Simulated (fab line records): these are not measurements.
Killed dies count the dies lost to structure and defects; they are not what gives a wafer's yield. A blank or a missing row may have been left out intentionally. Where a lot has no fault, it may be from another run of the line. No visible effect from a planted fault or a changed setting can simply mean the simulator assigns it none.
fab line records	flow sky130	part 1 of 2: steps 1 to 32 of 44
record: lots: 5	wafers: 15	last_day: 50
route steps=708 shown NWELL@71 PWDE@84 VT_ADJUST_HVTP@85 VT_ADJUST_LVTN@97
lots untouched by any fault: they come from a run of this same line in which no faults occurred
start_h: start of the lot's first displayed wafer, in hours after the record's first day	wait_h: time in hours since the lot's previous step	" same as the row above	L1.1+2: several wafers, shown together as one row	- no value, or no start given	* or withheld: withheld	< > ~ a bound
route shown NAME@n: a module of which the file shows steps, and the number in the route of the first	usual: mean/standard deviation taken from wafers without a fault	same: alike in all rows	chamber/n: place in a boat	sites: per-site readings	_std_site: standard deviation across them	_edge_site: outer sites' mean less inner sites'	radius_mm: how far each site lies from the wafer's centre	mask NAME#n: copy n	behind: the most recent tool/chamber to have shaped the wafer	hold: why the lot went on hold/how many hours it stayed there/how the hold came to an end	device: transistor that didn't switch, given as n, p or np	end of line: the route-end tests of the same wafers	a step given without rows: its recipe and nothing more	killed: not the wafer's yield, but the dies lost to structure and defects at the first sort	map: a wafer's dies, marking killed ones x, the rest . and places with no die _
set.NAME: the setting as run; set.NAME@STEP: as run at that earlier step	model.NAME: the simulator's own value behind a step, which no gauge read
lots at some steps of the route; a table a step, a row a wafer
services: when a tool's chamber went out of use (start_h, in hours from the record's first day, below 0 if earlier), for how many hours, and the reason
== steps ==
step: SKY_NWELL_COAT_18
recipe: spin_rpm: 2000	resist_thk_nm: 3000
usual: dispense_pressure_kPa: 52/3.7
lot.wafer	tool	chamber	start_h	wait_h	dispense_pressure_kPa
L074.2	litho_track-02	0	93.19	0.1	45
L074.4	"	0	"	"	45
L074.6	"	0	"	"	45
L075.1	litho_track-01	0	99.60	0.1	55
L075.4	"	0	"	"	55
L075.6	"	0	"	"	55
L084.1	litho_track-01	0	151.30	0.1	55
L084.2	"	0	"	"	55
L084.4	"	0	"	"	55
L090.3	litho_track-04	0	189.70	0.1	53
L090.4	"	0	"	"	53
L090.6	"	0	"	"	53
L097.4	litho_track-04	0	231.12	0.1	53
L097.5	"	0	"	"	53
L097.6	"	0	"	"	53
step: SKY_NWELL_SOFTBAKE_19
recipe: temp_c: 110	time_s: withheld
lot.wafer	tool	chamber	start_h	wait_h
L074.2+4+6	litho_track-02	0	93.35	0.1
L075.1+4+6	litho_track-01	0	99.75	0.1
L084.1+2+4	litho_track-01	0	151.45	0.1
L090.3+4+6	litho_track-04	0	189.86	0.1
L097.4+5+6	litho_track-04	0	231.29	0.1
step: SKY_NWELL_EXPOSE_20
recipe: mask_id: NWM_COMPLEMENT	na: 0.6	source_shape: conventional	sigma_outer: 0.6	polarization: unpolarized	target_cd_nm: 840	dose_mj: 260
lot.wafer	tool	chamber	start_h	wait_h	mask
L074.2+4+6	iline_stepper-01	0	-	-	NWM_COMPLEMENT#0
L075.1+4+6	iline_stepper-02	0	-	-	NWM_COMPLEMENT#0
L084.1+2+4	iline_stepper-01	0	-	-	NWM_COMPLEMENT#0
L090.3+4+6	iline_stepper-02	0	-	-	NWM_COMPLEMENT#0
L097.4+5+6	iline_stepper-02	0	-	-	NWM_COMPLEMENT#0
step: SKY_NWELL_PEB_21
recipe: temp_c: 115	time_s: withheld
lot.wafer	tool	chamber	start_h	wait_h
L074.2+4+6	litho_track-02	0	-	-
L075.1+4+6	litho_track-02	0	-	-
L084.1+2+4	litho_track-04	0	-	-
L090.3+4+6	litho_track-01	0	-	-
L097.4+5+6	litho_track-01	0	-	-
step: SKY_NWELL_DEVELOP_22
recipe: wall_angle_deg: 90	developer: TMAH	develop_time_s: 60	dev_temp_c: 23
lot.wafer	tool	chamber	start_h	wait_h
L074.2+4+6	litho_track-02	0	-	-
L075.1+4+6	litho_track-02	0	-	-
L084.1+2+4	litho_track-04	0	-	-
L090.3+4+6	litho_track-01	0	-	-
L097.4+5+6	litho_track-01	0	-	-
step: SKY_NWELL_OVL_MEAS_23
usual: NWELL_01_OVL: 0.6/1.3
lot.wafer	tool	chamber	start_h	wait_h	NWELL_01_OVL[nm]
L074.2	overlay-02	-	101.67	-	0.8
L074.4	"	-	"	"	2.3
L074.6	"	-	"	"	1.2
L075.1	overlay-02	-	108.47	-	0.5
L075.4	"	-	"	"	-0.1
L075.6	"	-	"	"	3.7
L084.1	overlay-01	-	161.55	-	2.2
L084.2	"	-	"	"	2.9
L084.4	"	-	"	"	3.7
L090.3	overlay-02	-	200.56	-	1.0
L090.4	"	-	"	"	-0.5
L090.6	"	-	"	"	0.8
L097.4	overlay-02	-	242.31	-	0.8
L097.5	"	-	"	"	1.3
L097.6	"	-	"	"	2.3
step: SKY_NWELL_IMPLANT_24
recipe: species: B	energy_kev: 140	dose_cm2: 9.076e+12	tilt_deg: withheld
usual: beam_energy_keV: 139.98/0.048	faraday_current_uA: 51.2/1
lot.wafer	tool	chamber	start_h	wait_h	beam_energy_keV	faraday_current_uA
L074.2	implanter-01	0	101.73	0.0	139.98	53.2
L074.4	"	0	"	"	140.03	54.9
L074.6	"	0	"	"	140.02	51.0
L075.1	implanter-02	0	108.50	0.0	140.00	52.1
L075.4	"	0	"	"	139.98	50.2
L075.6	"	0	"	"	140.00	51.5
L084.1	implanter-01	0	161.58	0.0	140.03	50.2
L084.2	"	0	"	"	139.99	51.8
L084.4	"	0	"	"	139.98	51.8
L090.3	implanter-01	0	200.63	0.1	139.99	51.5
L090.4	"	0	"	"	140.09	52.2
L090.6	"	0	"	"	140.02	50.5
L097.4	implanter-04	0	242.41	0.1	140.05	51.4
L097.5	"	0	"	"	139.98	50.7
L097.6	"	0	"	"	139.96	50.4
step: SKY_NWELL_STRIP_25
recipe: chemistry: O2/N2	power_w: 1400	pressure_mtorr: 1500	platen_temp_c: withheld	o2_flow_sccm: 3000	n2_flow_sccm: 300	overash_fraction: 0.5
usual: drypump_motor_current_A: 5.47/0.26	oes_product_au: 0.722/0.0044	strip_time_to_endpoint_s: 36.98/0.1
same: overash_fraction: 0.5
lot.wafer	tool	chamber	start_h	wait_h	drypump_motor_current_A	oes_product_au	rf_hours_counter_h	strip_time_to_endpoint_s
L074.2	plasma_asher-04	0	101.85	0.1	5.68	0.725	29	37.11
L074.4	"	0	"	"	5.64	0.717	-	37.19
L074.6	"	1	"	"	5.03	0.719	-	37.19
L075.1	plasma_asher-04	1	108.65	0.1	5.07	0.724	29	37.03
L075.4	"	0	"	"	5.63	0.719	-	37.11
L075.6	"	0	"	"	5.60	0.726	-	36.95
L084.1	plasma_asher-01	1	161.73	0.1	5.50	0.729	4	36.97
L084.2	"	0	"	"	5.48	0.726	4	37.02
L084.4	"	0	"	"	5.46	0.729	-	36.89
L090.3	plasma_asher-01	0	200.77	0.1	5.46	0.728	-	36.98
L090.4	"	1	"	"	5.49	0.720	-	37.02
L090.6	"	1	"	"	5.49	0.720	-	36.84
L097.4	plasma_asher-03	0	242.51	0.1	6.01	0.716	-	36.75
L097.5	"	0	"	"	6.01	0.718	-	36.73
L097.6	"	1	"	"	5.49	0.723	-	36.96
step: SKY_NWELL_TW_MEAS_26
usual: NWELL_2_TW: 493.1/2.8
lot.wafer	tool	chamber	start_h	wait_h	NWELL_2_TW
L074.2	film_metro-02	-	101.96	0.1	491.7
L074.4	"	-	"	"	491.7
L074.6	"	-	"	"	492.9
L075.1	film_metro-03	-	108.75	0.1	490.7
L075.4	"	-	"	"	492.0
L075.6	"	-	"	"	492.4
L084.1	film_metro-03	-	161.83	0.1	489.0
L084.2	"	-	"	"	493.0
L084.4	"	-	"	"	493.8
L090.3	film_metro-04	-	200.85	0.1	498.7
L090.4	"	-	"	"	497.8
L090.6	"	-	"	"	502.9
L097.4	film_metro-02	-	242.61	0.1	493.3
L097.5	"	-	"	"	494.8
L097.6	"	-	"	"	493.9
step: SKY_NWELL_CLEAN_27
recipe: chemistry: SC1/SC2	mix: 1:4:20	temp_c: 70	time_s: 150	dry: n2_spin
lot.wafer	tool	chamber	start_h	wait_h
L074.2+4+6	wet_bench-02	0	102.01	0.0
L075.1+4+6	wet_bench-01	2	108.81	0.1
L084.1+2+4	wet_bench-02	2	161.89	0.1
L090.3+4+6	wet_bench-02	2	200.89	0.0
L097.4+5+6	wet_bench-01	0	242.64	0.0
step: SKY_NWELL_RTA_28
recipe: temp_c: 1050	time_s: 30	idle_temp_c: 650	ramp_up_c_per_s: 150	ramp_down_c_per_s: 90	ambient: N2
usual: lamp_power_pct: 25.30/0.055	ramp_down_c_per_s: 90.000/0.014	wafer_temp_C_max: 1054.9/0.98
lot.wafer	tool	chamber	start_h	wait_h	lamp_power_pct	ramp_down_c_per_s	wafer_temp_C_max
L074.2	rtp_anneal-01	0	102.08	0.0	25.27	89.998	1053.9
L074.4	"	0	"	"	25.23	89.981	1054.3
L074.6	"	0	"	"	25.26	90.002	1054.3
L075.1	rtp_anneal-01	0	108.86	0.0	25.29	90.000	1053.9
L075.4	"	0	"	"	25.32	89.982	1054.2
L075.6	"	0	"	"	25.32	89.986	1055.9
L084.1	rtp_anneal-02	0	161.95	0.0	25.17	90.002	1054.4
L084.2	"	0	"	"	25.28	90.011	1055.1
L084.4	"	0	"	"	25.34	89.970	1057.6
L090.3	rtp_anneal-01	0	200.98	0.0	25.34	89.991	1053.8
L090.4	"	0	"	"	25.27	89.984	1055.6
L090.6	"	0	"	"	25.28	89.990	1054.1
L097.4	rtp_anneal-02	0	242.74	0.1	25.33	90.004	1054.3
L097.5	"	0	"	"	25.31	89.986	1054.7
L097.6	"	0	"	"	25.33	90.002	1054.2
step: SKY_NWELL_RS_MEAS_29
recipe: thk_meas_gauge: four-point-probe
usual: NWELL_RS: 625.7/1.6
lot.wafer	tool	chamber	start_h	wait_h	NWELL_RS[ohm/sq]
L074.2	film_metro-02	-	102.21	0.1	625.2
L074.4	"	-	"	"	625.6
L074.6	"	-	"	"	626.4
L075.1	film_metro-04	-	108.96	0.1	629.5
L075.4	"	-	"	"	628.8
L075.6	"	-	"	"	628.0
L084.1	film_metro-04	-	162.05	0.1	626.5
L084.2	"	-	"	"	625.3
L084.4	"	-	"	"	624.2
L090.3	film_metro-02	-	201.08	0.1	624.1
L090.4	"	-	"	"	625.0
L090.6	"	-	"	"	623.6
L097.4	film_metro-04	-	242.85	0.1	626.8
L097.5	"	-	"	"	625.6
L097.6	"	-	"	"	626.2
step: SKY_NWELL_RS_MEAS_31
recipe: thk_meas_gauge: four-point-probe
usual: PWDE_RS: 5284/21
lot.wafer	tool	chamber	start_h	wait_h	PWDE_RS[ohm/sq]
L074.2	film_metro-02	-	102.45	0.1	5245
L074.4	"	-	"	"	5258
L074.6	"	-	"	"	5248
L075.1	film_metro-04	-	109.20	0.1	5291
L075.4	"	-	"	"	5301
L075.6	"	-	"	"	5285
L084.1	film_metro-04	-	162.29	0.1	5288
L084.2	"	-	"	"	5302
L084.4	"	-	"	"	5279
L090.3	film_metro-02	-	201.32	0.1	5291
L090.4	"	-	"	"	5289
L090.6	"	-	"	"	5287
L097.4	film_metro-04	-	243.09	0.1	5291
L097.5	"	-	"	"	5290
L097.6	"	-	"	"	5267
step: SKY_VT_ADJUST_HVTP_DEHYDRATE_00
recipe: temp_c: 200	time_s: 60
lot.wafer	tool	chamber	start_h	wait_h
L074.2+4+6	litho_track-03	0	110.83	8.4
L075.1+4+6	litho_track-02	0	117.32	8.1
L084.1+2+4	litho_track-03	0	171.85	9.5
L090.3+4+6	litho_track-02	0	211.67	10.3
L097.4+5+6	litho_track-02	0	253.84	10.7
step: SKY_VT_ADJUST_HVTP_HMDS_01
recipe: prime_time_s: 60	prime_temp_c: 120
lot.wafer	tool	chamber	start_h	wait_h
L074.2+4+6	litho_track-03	0	110.98	0.1
L075.1+4+6	litho_track-02	0	117.47	0.1
L084.1+2+4	litho_track-03	0	172.00	0.1
L090.3+4+6	litho_track-02	0	211.82	0.1
L097.4+5+6	litho_track-02	0	253.99	0.1
step: SKY_VT_ADJUST_HVTP_COAT_02
recipe: resist: NOVOLAK	spin_rpm: 3000	resist_thk_nm: 1140
usual: dispense_pressure_kPa: 52/4.4
lot.wafer	tool	chamber	start_h	wait_h	dispense_pressure_kPa
L074.2	litho_track-03	0	111.13	0.1	55
L074.4	"	0	"	"	55
L074.6	"	0	"	"	55
L075.1	litho_track-02	0	117.62	0.1	45
L075.4	"	0	"	"	45
L075.6	"	0	"	"	45
L084.1	litho_track-03	0	172.15	0.1	55
L084.2	"	0	"	"	55
L084.4	"	0	"	"	55
L090.3	litho_track-02	0	211.97	0.1	45
L090.4	"	0	"	"	45
L090.6	"	0	"	"	45
L097.4	litho_track-02	0	254.14	0.1	45
L097.5	"	0	"	"	45
L097.6	"	0	"	"	45
step: SKY_VT_ADJUST_HVTP_SOFTBAKE_03
recipe: temp_c: 90	time_s: 60	resist: NOVOLAK
lot.wafer	tool	chamber	start_h	wait_h
L074.2+4+6	litho_track-03	0	111.28	0.1
L075.1+4+6	litho_track-02	0	117.77	0.1
L084.1+2+4	litho_track-03	0	172.30	0.1
L090.3+4+6	litho_track-02	0	212.12	0.1
L097.4+5+6	litho_track-02	0	254.29	0.1
step: SKY_VT_ADJUST_HVTP_EXPOSE_04
recipe: mask_id: HVTPM	na: 0.6	source_shape: conventional	sigma_outer: 0.6	polarization: unpolarized	target_cd_nm: 380	dose_mj: 140
lot.wafer	tool	chamber	start_h	wait_h	mask
L074.2+4+6	iline_stepper-01	0	-	-	HVTPM#0
L075.1+4+6	iline_stepper-02	0	-	-	HVTPM#0
L084.1+2+4	iline_stepper-02	0	-	-	HVTPM#0
L090.3+4+6	iline_stepper-01	0	-	-	HVTPM#0
L097.4+5+6	iline_stepper-02	0	-	-	HVTPM#0
step: SKY_VT_ADJUST_HVTP_PEB_05
recipe: temp_c: withheld	time_s: *	resist: NOVOLAK
lot.wafer	tool	chamber	start_h	wait_h
L074.2+4+6	litho_track-03	0	-	-
L075.1+4+6	litho_track-02	0	-	-
L084.1+2+4	litho_track-02	0	-	-
L090.3+4+6	litho_track-01	0	-	-
L097.4+5+6	litho_track-03	0	-	-
step: SKY_VT_ADJUST_HVTP_DEVELOP_06
recipe: resist: NOVOLAK	developer: TMAH	develop_time_s: 60	dev_temp_c: 23
lot.wafer	tool	chamber	start_h	wait_h
L074.2+4+6	litho_track-03	0	120.43	0.1
L075.1+4+6	litho_track-02	0	126.97	0.1
L084.1+2+4	litho_track-02	0	182.82	0.1
L090.3+4+6	litho_track-01	0	223.05	0.1
L097.4+5+6	litho_track-03	0	265.62	0.1
step: SKY_VT_ADJUST_HVTP_CD_MEAS_07
recipe: target_cd_nm: 380
usual: cd_nm: 380.8/2.2
lot.wafer	tool	chamber	start_h	wait_h	cd_nm
L074.2	cd_sem-01	-	120.57	0.1	378.9
L074.4	"	-	"	"	378.6
L074.6	"	-	"	"	380.3
L075.1	cd_sem-02	-	127.12	0.1	381.9
L075.4	"	-	"	"	385.4
L075.6	"	-	"	"	383.3
L084.1	cd_sem-02	-	182.97	0.1	376.8
L084.2	"	-	"	"	380.2
L084.4	"	-	"	"	375.4
L090.3	cd_sem-01	-	223.19	0.1	379.3
L090.4	"	-	"	"	380.7
L090.6	"	-	"	"	380.7
L097.4	cd_sem-01	-	265.76	0.1	381.8
L097.5	"	-	"	"	379.9
L097.6	"	-	"	"	379.9
step: SKY_VT_ADJUST_HVTP_OVL_MEAS_08
usual: VT_ADJUST_HVTP_OVL: 0.9/1.2
lot.wafer	tool	chamber	start_h	wait_h	VT_ADJUST_HVTP_OVL[nm]
L074.2	overlay-02	-	120.68	0.1	1.2
L074.4	"	-	"	"	1.6
L074.6	"	-	"	"	0.0
L075.1	overlay-01	-	127.24	0.1	-1.7
L075.4	"	-	"	"	-0.6
L075.6	"	-	"	"	-0.6
L084.1	overlay-02	-	183.09	0.1	2.0
L084.2	"	-	"	"	2.1
L084.4	"	-	"	"	-0.9
L090.3	overlay-01	-	223.28	0.1	0.2
L090.4	"	-	"	"	0.6
L090.6	"	-	"	"	-0.7
L097.4	overlay-01	-	265.84	0.1	0.9
L097.5	"	-	"	"	0.4
L097.6	"	-	"	"	0.9
step: SKY_VT_ADJUST_HVTP_IMPLANT_09
recipe: species: As	energy_kev: 150	dose_cm2: 4.3e+12	tilt_deg: withheld
usual: beam_energy_keV: 149.99/0.047	faraday_current_uA: 24.3/0.5
lot.wafer	tool	chamber	start_h	wait_h	beam_energy_keV	faraday_current_uA
L074.2	implanter-04	0	120.73	0.0	149.98	23.8
L074.4	"	0	"	"	149.97	23.9
L074.6	"	0	"	"	149.90	24.0
L075.1	implanter-02	0	127.27	0.0	149.97	24.0
L075.4	"	0	"	"	150.00	24.1
L075.6	"	0	"	"	150.00	24.6
L084.1	implanter-04	0	183.12	0.0	149.99	24.6
L084.2	"	0	"	"	150.00	23.7
L084.4	"	0	"	"	149.97	24.0
L090.3	implanter-02	0	223.35	0.1	150.00	23.8
L090.4	"	0	"	"	149.98	24.0
L090.6	"	0	"	"	149.99	24.6
L097.4	implanter-02	0	265.93	0.1	150.06	24.1
L097.5	"	0	"	"	150.08	24.5
L097.6	"	0	"	"	149.96	23.8
step: SKY_VT_ADJUST_HVTP_STRIP_10
recipe: chemistry: O2/N2	power_w: 1400	pressure_mtorr: 1500	platen_temp_c: withheld	o2_flow_sccm: 3000	n2_flow_sccm: 300	overash_fraction: 0.5
usual: drypump_motor_current_A: 5.4/0.48	oes_product_au: 0.716/0.0044	strip_time_to_endpoint_s: 14.18/0.044
same: overash_fraction: 0.5
lot.wafer	tool	chamber	start_h	wait_h	drypump_motor_current_A	oes_product_au	rf_hours_counter_h	strip_time_to_endpoint_s
L074.2	plasma_asher-03	1	120.86	0.1	5.6	0.714	45	14.17
L074.4	"	1	"	"	5.6	0.723	-	14.11
L074.6	"	0	"	"	6.0	0.720	-	14.20
L075.1	plasma_asher-02	1	127.42	0.1	4.6	0.716	45	14.21
L075.4	"	1	"	"	4.7	0.717	-	14.24
L075.6	"	0	"	"	5.9	0.716	-	14.21
L084.1	plasma_asher-04	0	183.27	0.1	5.6	0.719	37	14.16
L084.2	"	1	"	"	5.1	0.723	37	14.20
L084.4	"	0	"	"	5.6	0.715	-	14.16
L090.3	plasma_asher-02	0	223.49	0.1	5.9	0.716	-	14.23
L090.4	"	1	"	"	4.7	0.715	-	14.20
L090.6	"	1	"	"	4.7	0.720	-	14.22
L097.4	plasma_asher-02	0	266.04	0.1	5.9	0.709	-	14.12
L097.5	"	1	"	"	4.7	0.712	-	14.17
L097.6	"	0	"	"	5.8	0.716	-	14.17
step: SKY_VT_ADJUST_HVTP_TW_MEAS_11
usual: VT_ADJUST_HVTP_TW: 1354/6.7
lot.wafer	tool	chamber	start_h	wait_h	VT_ADJUST_HVTP_TW
L074.2	film_metro-01	-	120.97	0.1	1367
L074.4	"	-	"	"	1366
L074.6	"	-	"	"	1363
L075.1	film_metro-01	-	127.52	0.1	1366
L075.4	"	-	"	"	1366
L075.6	"	-	"	"	1364
L084.1	film_metro-02	-	183.37	0.1	1354
L084.2	"	-	"	"	1368
L084.4	"	-	"	"	1361
L090.3	film_metro-02	-	223.57	0.1	1346
L090.4	"	-	"	"	1347
L090.6	"	-	"	"	1346
L097.4	film_metro-02	-	266.14	0.1	1351
L097.5	"	-	"	"	1353
L097.6	"	-	"	"	1354
step: SKY_VT_ADJUST_LVTN_DEHYDRATE_00
recipe: temp_c: 200	time_s: 60
lot.wafer	tool	chamber	start_h	wait_h
L074.2+4+6	litho_track-02	0	129.69	8.7
L075.1+4+6	litho_track-03	0	136.15	8.6
L084.1+2+4	litho_track-03	0	193.25	9.9
L090.3+4+6	litho_track-04	0	233.79	10.2
L097.4+5+6	litho_track-02	0	278.04	11.9
step: SKY_VT_ADJUST_LVTN_HMDS_01
recipe: prime_time_s: 60	prime_temp_c: 120
lot.wafer	tool	chamber	start_h	wait_h
L074.2+4+6	litho_track-02	0	129.84	0.1
L075.1+4+6	litho_track-03	0	136.30	0.1
L084.1+2+4	litho_track-03	0	193.40	0.1
L090.3+4+6	litho_track-04	0	233.94	0.1
L097.4+5+6	litho_track-02	0	278.19	0.1
step: SKY_VT_ADJUST_LVTN_COAT_02
recipe: spin_rpm: 2000	resist_thk_nm: 3000
usual: dispense_pressure_kPa: 51/3.9
lot.wafer	tool	chamber	start_h	wait_h	dispense_pressure_kPa
L074.2	litho_track-02	0	129.99	0.1	45
L074.4	"	0	"	"	45
L074.6	"	0	"	"	45
L075.1	litho_track-03	0	136.45	0.1	55
L075.4	"	0	"	"	55
L075.6	"	0	"	"	55
L084.1	litho_track-03	0	193.55	0.1	55
L084.2	"	0	"	"	55
L084.4	"	0	"	"	55
L090.3	litho_track-04	0	234.09	0.1	53
L090.4	"	0	"	"	53
L090.6	"	0	"	"	53
L097.4	litho_track-02	0	278.34	0.1	45
L097.5	"	0	"	"	45
L097.6	"	0	"	"	45
step: SKY_VT_ADJUST_LVTN_SOFTBAKE_03
recipe: temp_c: 110	time_s: withheld
lot.wafer	tool	chamber	start_h	wait_h
L074.2+4+6	litho_track-02	0	130.15	0.1
L075.1+4+6	litho_track-03	0	136.60	0.1
L084.1+2+4	litho_track-03	0	193.70	0.1
L090.3+4+6	litho_track-04	0	234.26	0.1
L097.4+5+6	litho_track-02	0	278.52	0.1
step: SKY_VT_ADJUST_LVTN_EXPOSE_04
recipe: mask_id: NWM_COMPLEMENT_LESS_NATIVE	na: 0.6	source_shape: conventional	sigma_outer: 0.6	polarization: unpolarized	target_cd_nm: 840	dose_mj: 194
lot.wafer	tool	chamber	start_h	wait_h	mask
L074.2+4+6	iline_stepper-02	0	-	-	NWM_COMPLEMENT_LESS_NATIVE#0
L075.1+4+6	iline_stepper-01	0	-	-	NWM_COMPLEMENT_LESS_NATIVE#0
L084.1+2+4	iline_stepper-01	0	-	-	NWM_COMPLEMENT_LESS_NATIVE#0
L090.3+4+6	iline_stepper-01	0	-	-	NWM_COMPLEMENT_LESS_NATIVE#0
L097.4+5+6	iline_stepper-02	0	-	-	NWM_COMPLEMENT_LESS_NATIVE#0
step: SKY_VT_ADJUST_LVTN_PEB_05
recipe: temp_c: 115	time_s: withheld
lot.wafer	tool	chamber	start_h	wait_h
L074.2+4+6	litho_track-04	0	-	-
L075.1+4+6	litho_track-03	0	-	-
L084.1+2+4	litho_track-04	0	-	-
L090.3+4+6	litho_track-03	0	-	-
L097.4+5+6	litho_track-02	0	-	-
step: SKY_VT_ADJUST_LVTN_DEVELOP_06
recipe: wall_angle_deg: 90	developer: TMAH	develop_time_s: 61	dev_temp_c: 23
lot.wafer	tool	chamber	start_h	wait_h
L074.2+4+6	litho_track-04	0	-	-
L075.1+4+6	litho_track-03	0	-	-
L084.1+2+4	litho_track-04	0	-	-
L090.3+4+6	litho_track-03	0	-	-
L097.4+5+6	litho_track-02	0	-	-
